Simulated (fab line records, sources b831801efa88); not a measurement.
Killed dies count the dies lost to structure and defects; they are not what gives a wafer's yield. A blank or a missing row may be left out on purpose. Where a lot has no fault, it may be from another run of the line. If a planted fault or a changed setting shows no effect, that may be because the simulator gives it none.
Which tool was responsible? ; flow sky130 ; 29 wafers from 10 lots sampled at 6 of the route's 708 steps

== WHAT THE GAUGES SHOWED, per wafer ==
SKY_METAL2_RS_MEAS_05: measures by four-point-probe.
lot;measured;on;METAL2_ALCU_RS (ohm/sq)
L171;day 34 07:21;filmMetro-03;0.1279 0.1274 0.1278
L175;day 35 12:47;filmMetro-01;0.1262 0.1275 0.1279
L176;day 35 16:11;filmMetro-03;0.1270 0.1261 0.1275
L177;day 36 13:14;filmMetro-01;0.1264 0.1275 0.1276
L178;day 36 13:32;filmMetro-02;0.1278 0.1277 0.1257
L184;day 38 09:29;filmMetro-03;0.1275 0.1265 0.1262
L185;day 38 15:02;filmMetro-01;0.2259 0.1268
L188;day 39 13:44;filmMetro-03;0.1262 0.2235 0.1265
L191;day 40 03:22;filmMetro-03;0.1289 0.1292 0.1289
L193;day 40 16:57;filmMetro-01;0.1287 0.1271 0.1276

SKY_METAL2_THK_MEAS_06: measures by xrf.
lot;measured;on;METAL2_ALCU_THK (nm)
L171;day 34 07:28;filmMetro-03;254.3 253.2 250.2
L175;day 35 12:55;filmMetro-01;255.9 251.4 249.7
L176;day 35 16:17;filmMetro-03;251.1 251.7 250.2
L177;day 36 13:22;filmMetro-01;253.6 251.4 251.5
L178;day 36 13:40;filmMetro-02;248.3 247.8 254.2
L184;day 38 09:35;filmMetro-03;249.8 254.5 252.2
L185;day 38 15:10;filmMetro-01;145.7 253.0
L188;day 39 13:51;filmMetro-03;252.5 148.8 251.0
L191;day 40 03:29;filmMetro-03;247.4 249.3 248.1
L193;day 40 17:04;filmMetro-01;249.5 253.7 250.9

== WHAT TOOL EACH LOT RAN ON (gives the tool, then ch and the chambers of the sampled wafers, and finally the start) ==
lot;SKY_LOCAL_INTERCONNECT_SPUTTER_00;SKY_CONTACT_CVD_00;SKY_VIA1_SPUTTER_20;SKY_METAL2_SPUTTER_02
L171;pvdSputter-04, day 29 10:54;pecvd-01 ch 1,2, day 30 16:00;pvdSputter-02, day 34 06:34;pvdSputter-01, day 34 07:14
L175;pvdSputter-04, day 30 17:43;pecvd-03 ch 0,1, day 31 22:16;pvdSputter-03, day 35 12:01;pvdSputter-04, day 35 12:42
L176;pvdSputter-02, day 30 23:41;pecvd-02 ch 1,2, day 32 04:11;pvdSputter-01, day 35 15:22;pvdSputter-04, day 35 16:03
L177;pvdSputter-02, day 31 19:17;pecvd-02 ch 0,1,2, day 32 22:53;pvdSputter-03, day 36 11:04;pvdSputter-01, day 36 13:09
L178;pvdSputter-02, day 31 21:24;pecvd-01 ch 0,2, day 33 01:00;pvdSputter-02, day 36 11:46;pvdSputter-04, day 36 13:27
L184;pvdSputter-01, day 33 18:54;pecvd-02 ch 0,1,2, day 34 21:38;pvdSputter-03, day 38 08:39;pvdSputter-04, day 38 09:20
L185;pvdSputter-04, day 33 23:19;pecvd-03 ch 0,1, day 35 02:47;pvdSputter-01, day 38 14:16;pvdSputter-04, day 38 14:56
L188;pvdSputter-02, day 35 01:56;pecvd-01 ch 0,1,2, day 36 05:18;pvdSputter-03, day 39 12:57;pvdSputter-04, day 39 13:38
L191;pvdSputter-04, day 35 14:16;pecvd-03 ch 0,1,2, day 36 17:32;pvdSputter-02, day 40 02:34;pvdSputter-01, day 40 03:16
L193;pvdSputter-04, day 36 06:07;pecvd-02 ch 0,1, day 37 09:23;pvdSputter-03, day 40 16:10;pvdSputter-01, day 40 16:51
- SKY_LOCAL_INTERCONNECT_SPUTTER_00: material TiN, target thk 100 nm, time 83.3 s.
- SKY_CONTACT_CVD_00: deposits Si3N4, target thk 75 nm.
- SKY_VIA1_SPUTTER_20: material TiN, target thk 20 nm, time 80 s.
- SKY_METAL2_SPUTTER_02: material AlCu, target thk 250 nm, time 13.3 s.

== AS READ BY THE TOOLS THEMSELVES (means over the sampled wafers that have a number; for cases with no such wafer, the mark the record gives instead) ==
SKY_LOCAL_INTERCONNECT_SPUTTER_00.
lot;tool;throttleValvePct (%)
L171;pvdSputter-04;29.1
L175;pvdSputter-04;29.7
L176;pvdSputter-02;30.4
L177;pvdSputter-02;30.1
L178;pvdSputter-02;30.7
L184;pvdSputter-01;30.1
L185;pvdSputter-04;31.5
L188;pvdSputter-02;30.8
L191;pvdSputter-04;30.1
L193;pvdSputter-04;30.1

SKY_CONTACT_CVD_00.
lot;tool;heaterPowerW (W);rfFwdPowerW (W)
L171;pecvd-01;741;444.0
L175;pecvd-03;649;442.8
L176;pecvd-02;760;444.3
L177;pecvd-02;759;444.2
L178;pecvd-01;664;445.5
L184;pecvd-02;738;444.2
L185;pecvd-03;730;442.6
L188;pecvd-01;684;444.4
L191;pecvd-03;703;443.3
L193;pecvd-02;670;443.5

SKY_VIA1_SPUTTER_20.
lot;tool;throttleValvePct (%)
L171;pvdSputter-02;30.5
L175;pvdSputter-03;30.2
L176;pvdSputter-01;29.6
L177;pvdSputter-03;29.7
L178;pvdSputter-02;30.5
L184;pvdSputter-03;28.9
L185;pvdSputter-01;30.0
L188;pvdSputter-03;30.2
L191;pvdSputter-02;31.0
L193;pvdSputter-03;29.6

SKY_METAL2_SPUTTER_02.
lot;tool;throttleValvePct (%)
L171;pvdSputter-01;29.3
L175;pvdSputter-04;31.0
L176;pvdSputter-04;28.9
L177;pvdSputter-01;29.2
L178;pvdSputter-04;29.9
L184;pvdSputter-04;29.2
L185;pvdSputter-04;28.6
L188;pvdSputter-04;28.5
L191;pvdSputter-01;29.7
L193;pvdSputter-01;29.5

== THE ANSWER, worked out from the rows above alone ==
Rule: the lots themselves supply what counts as usual. The widest of any qualifying gaps counts: lots, ordered by their means at a reading, are off when they make up no more than a third of the lots, leave a main group of 4 or more, and stand apart from it by 3 or more times the standard deviation of that group's means. A main group whose means are all the same, to the digits that the tables above print for the reading, isn't used. Also off: a lot with no number at a reading for which 4 or more lots have one. Any other lot the step has rows for is counted as sound. First the gauges in route order, then the tools' own readings, where a lot's mean is used as printed above. The first step at which some lot is off is used, and at that step the reading that is off furthest; a lot without a number counts as furthest.
Off: L185, L188, at SKY_METAL2_RS_MEAS_05 (METAL2_ALCU_RS). Main group: mean 0.1274 ohm/sq, sd 0.00068.
A tool fits if, at a process step before that reading, it ran every lot that is off, and no sound lot after the first of them. Gauges at SKY_METAL2_RS_MEAS_05: tried the same way as those tools. One candidate fits, namely pvdSputter-04 at SKY_METAL2_SPUTTER_02. Its last sound lot is L184 (day 38 09:20), its first lot that is off L185 (day 38 14:56): a fault that began between those two fits.

== WHAT THE SIMULATOR HAD PUT IN ==
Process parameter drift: pvdSputter-04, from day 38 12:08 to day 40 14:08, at SKY_METAL2_SPUTTER_02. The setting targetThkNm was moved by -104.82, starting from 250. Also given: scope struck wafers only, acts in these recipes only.
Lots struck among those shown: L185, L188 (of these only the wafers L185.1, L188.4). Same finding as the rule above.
